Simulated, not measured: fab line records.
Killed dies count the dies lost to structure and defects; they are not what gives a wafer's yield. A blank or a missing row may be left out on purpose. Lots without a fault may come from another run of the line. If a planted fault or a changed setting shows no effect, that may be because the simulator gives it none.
Which tool was responsible? ; flow gf180mcu ; 13 lots, 39 wafers sampled, at 5 steps of a route of 602

== WHAT EACH GAUGE READ, for each wafer ==
GF_STI_THK_MEAS_30.
lot;measured;on;STI_OXIDATION_02_THK (nm)
L230;day 2 11:33;filmMetro-03;10.16 9.95 10.21
L233;day 3 02:14;filmMetro-01;10.13 9.99 10.10
L234;day 3 07:40;filmMetro-03;9.74 9.57 9.62
L235;day 3 12:43;filmMetro-01;9.73 9.96 9.97
L237;day 4 00:40;filmMetro-03;10.02 10.11 10.00
L243;day 5 07:17;filmMetro-03;10.22 10.09 10.31
L244;day 5 12:34;filmMetro-03;10.14 9.91 10.07
L246;day 5 22:58;filmMetro-01;9.87 9.74 9.91
L247;day 6 04:40;filmMetro-01;10.13 10.12 10.03
L248;day 6 09:10;filmMetro-03;9.89 10.08 10.03
L249;day 6 13:53;filmMetro-02;10.14 9.92 10.10
L251;day 6 23:07;filmMetro-03;9.89 9.87 9.88
L252;day 7 09:38;filmMetro-01;9.87 9.61 9.58

GF_VT_IMPLANT_TW_MEAS_43.
lot;measured;on;VT_IMPLANT_4_TW
L230;day 7 19:22;filmMetro-04;697 694 695
L233;day 8 15:33;filmMetro-03;765 764 761
L234;day 9 00:10;filmMetro-03;698 695 695
L235;day 9 01:52;filmMetro-03;699 701 696
L237;day 9 20:49;filmMetro-04;759 763 762
L243;day 11 12:33;filmMetro-04;698 698 696
L244;day 11 19:10;filmMetro-03;695 701 701
L246;day 12 09:46;filmMetro-04;692 692 688
L247;day 12 16:30;filmMetro-02;687 691 689
L248;day 12 20:07;filmMetro-02;691 694 691
L249;day 13 05:16;filmMetro-04;695 696 695
L251;day 13 16:34;filmMetro-03;700 698 697
L252;day 14 05:03;filmMetro-03;690 692 692

GF_POLY_GATE_THK_MEAS_01.
lot;measured;on;POLY_GATE_CVD_00_THK (nm)
L230;day 8 17:14;filmMetro-01;198.8 199.1 200.2
L233;day 9 13:29;filmMetro-01;197.7 199.3 198.7
L234;day 9 23:22;filmMetro-04;202.7 200.2 201.7
L235;day 10 00:46;filmMetro-03;200.7 200.1 201.3
L237;day 10 19:59;filmMetro-03;199.1 199.2 198.6
L243;day 12 12:58;filmMetro-03;201.3 202.2 200.7
L244;day 12 21:05;filmMetro-04;205.1 204.3 204.5
L246;day 13 10:51;filmMetro-03;200.5 199.0 199.3
L247;day 13 19:07;filmMetro-03;201.1 202.1 203.2
L248;day 14 01:54;filmMetro-01;205.0 204.7 204.3
L249;day 14 10:01;filmMetro-04;202.2 201.3 201.6
L251;day 14 23:58;filmMetro-03;198.9 199.7 199.2
L252;day 15 09:50;filmMetro-01;202.1 202.0 202.0

GF_POLY_GATE_OVL_MEAS_11.
lot;measured;on;POLY_GATE_OVL (nm)
L230;day 9 09:47;overlay-01;5 6 6
L233;day 10 06:53;overlay-02;1 10 1
L234;day 10 17:17;overlay-01;3 7 0
L235;day 10 18:45;overlay-01;-1 -3 -4
L237;day 11 14:23;overlay-02;3 -1 8
L243;day 13 08:56;overlay-02;9 7 7
L244;day 13 17:23;overlay-01;4 0 -1
L246;day 14 07:41;overlay-01;-3 -1 3
L247;day 14 15:53;overlay-01;4 -6 4
L248;day 14 22:59;overlay-01;14 14 12
L249;day 15 06:50;overlay-02;5 -2 -3
L251;day 15 21:44;overlay-02;-3 -4 1
L252;day 16 07:26;overlay-01;7 3 3

== TOOL THAT RAN EACH LOT (tool first, then ch and the chambers of the sampled wafers, then the start) ==
lot;GF_VT_IMPLANT_IMPLANT_41
L230;implanter-01 ch 0, day 7 19:08
L233;implanter-01 ch 0, day 8 15:18
L234;implanter-02 ch 0, day 8 23:56
L235;implanter-04 ch 0, day 9 01:39
L237;implanter-01 ch 0, day 9 20:35
L243;implanter-04 ch 0, day 11 12:18
L244;implanter-04 ch 0, day 11 18:55
L246;implanter-02 ch 0, day 12 09:31
L247;implanter-01 ch 0, day 12 16:15
L248;implanter-01 ch 0, day 12 19:52
L249;implanter-04 ch 0, day 13 05:01
L251;implanter-04 ch 0, day 13 16:19
L252;implanter-01 ch 0, day 14 04:48
- GF_VT_IMPLANT_IMPLANT_41

== WHAT THE TOOLS THEMSELVES READ (means of the sampled wafers that have a number; where no wafer has one, the mark that the record gives instead) ==
GF_VT_IMPLANT_IMPLANT_41.
lot;tool;beamEnergyKeV;beamOnS (s);doseIonsCm2;endStationPressureTorr (Torr);faradayCurrentUA
L230;implanter-01;70.021;10.00;1.0128e+12;5e-06;5.72
L233;implanter-01;69.998;10.14;1.3775e+12;5e-06;7.70
L234;implanter-02;70.007;10.04;1.0126e+12;5e-06;5.68
L235;implanter-04;70.024;10.05;1.0132e+12;5e-06;5.69
L237;implanter-01;70.029;10.20;1.3795e+12;5e-06;7.62
L243;implanter-04;70.012;10.02;1.0128e+12;5e-06;5.71
L244;implanter-04;69.997;10.06;1.0119e+12;5e-06;5.67
L246;implanter-02;69.965;10.10;1.0115e+12;5e-06;5.66
L247;implanter-01;70.014;9.99;1.0133e+12;5e-06;5.72
L248;implanter-01;70.018;10.17;1.0116e+12;5e-06;5.61
L249;implanter-04;70.010;10.06;1.0125e+12;5e-06;5.67
L251;implanter-04;70.023;10.02;1.0123e+12;5e-06;5.71
L252;implanter-01;70.010;9.98;1.0138e+12;5e-06;5.73

== THE ANSWER, worked out from the rows above alone ==
Rule: what is usual is taken from the lots themselves. The widest of any qualifying gaps counts: lots, ordered by their means at a reading, are off when they make up no more than a third of the lots, leave a main group of 4 or more, and stand apart from it by 3 or more times the standard deviation of that group's means. A main group whose means are all the same, to the digits that the tables above print for the reading, isn't used. Also off: a lot with no number at a reading for which 4 or more lots have one. Any other lot the step has rows for is counted as sound. The gauges are gone through in route order, then the tools' own readings, and for those a lot's mean is taken as printed above. The first step at which some lot is off is used, and at that step the reading that is off furthest; a lot without a number counts as furthest.
Off: at GF_VT_IMPLANT_TW_MEAS_43 (VT_IMPLANT_4_TW), L233, L237. The main group: mean 695, standard deviation 3.4.
If a tool, at a process step before that reading, ran all the lots that are off and no sound lot after the first of them, it fits. Not tried: the gauges at GF_VT_IMPLANT_TW_MEAS_43; whatever is off there is also off at GF_VT_IMPLANT_IMPLANT_41, on other tools, and gauge error can't account for it. No candidate that was tried fits.

== WHAT HAD BEEN PUT IN BY THE SIMULATOR ==
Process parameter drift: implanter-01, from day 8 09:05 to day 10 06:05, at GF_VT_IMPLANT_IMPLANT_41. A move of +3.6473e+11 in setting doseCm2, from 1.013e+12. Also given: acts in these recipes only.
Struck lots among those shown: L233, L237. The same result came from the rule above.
